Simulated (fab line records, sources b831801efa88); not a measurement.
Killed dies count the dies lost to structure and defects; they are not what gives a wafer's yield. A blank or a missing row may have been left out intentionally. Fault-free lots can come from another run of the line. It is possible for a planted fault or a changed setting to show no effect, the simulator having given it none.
The same fault as seen by 2 desks    flow sky130    only its own numbers are on each desk; what lay behind them is given at the end

## METROLOGY DESK
What the gauges read for every lot (on any tool): the sampled wafers with a number, averaged. A lot is out of limits, marked OUT, if its mean lies more than 4 standard deviations from the usual mean; the brackets give that distance.
Columns: A = INCOMING_BOW at SKY_FIELD_ISO_BOW_MEAS_00, usual 0 um; B = NWELL_2_TW at SKY_NWELL_TW_MEAS_26, usual 497; C = NWELL_RS at SKY_NWELL_RS_MEAS_29, usual 625.1 ohm/sq
lot   first seen here  A   B    C
L788  day 1 10:00      -2  492  624.1
L789  day 1 15:00      1   501  625.6
L790  day 1 20:02      6   495  625.6
L792  day 2 06:02      -2  495  623.9
L800  day 3 22:00      2   504  649.1 (+15) OUT
L801  day 4 03:01      -6  490  647.8 (+14) OUT
L802  day 4 08:01      -0  501  625.8
L803  day 4 13:01      3   504  626.4
L804  day 4 18:00      4   501  626.4
L805  day 4 23:01      -3  500  625.4
L806  day 5 04:02      -4  492  624.1
L808  day 5 14:01      0   491  623.4
L811  day 6 05:00      3   489  624.5
Per this desk, out of limits: L800, L801; the first was L800, day 8 12:53 (NWELL_RS at SKY_NWELL_RS_MEAS_29). Within limits: L788, L789, L790, L792, L802, L803, L804, L805, L806, L808, L811.

## DESK OF THE TOOL OWNER: implanter-02
The tool's own readings at SKY_NWELL_IMPLANT_11: means of the sampled wafers that have a number, for each lot that ran on this tool. A lot is out of limits, marked OUT, if its mean lies more than 4 standard deviations from the usual mean; the brackets give that distance.
Columns: A = beam-energy-keV at SKY_NWELL_IMPLANT_11, usual 399.99
lot   first seen here  A
L800  day 7 15:05      346.04 (-99 or more) OUT
L801  day 7 18:59      346.11 (-99 or more) OUT
This desk's finding: out of limits on L800, L801; first on L800, day 7 15:05 (beam-energy-keV at SKY_NWELL_IMPLANT_11). In limits: none.

## PUT TOGETHER
The tool owner's desk could have raised an alarm at day 7 15:05, on L800, L801.
On L800, L801, the metrology desk was in a position to raise an alarm at day 8 12:53.
Of the lots named, all ran SKY_NWELL_IMPLANT_11 on implanter-02.

## WHAT THE SIMULATOR HAD INSERTED
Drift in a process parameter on implanter-02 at SKY_NWELL_IMPLANT_11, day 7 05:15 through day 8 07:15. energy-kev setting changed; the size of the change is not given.
Lots struck among those shown: L800, L801.
Hours from the fault's start to each desk's first reading out of limits: the tool owner's desk, 10; the metrology desk, 32.
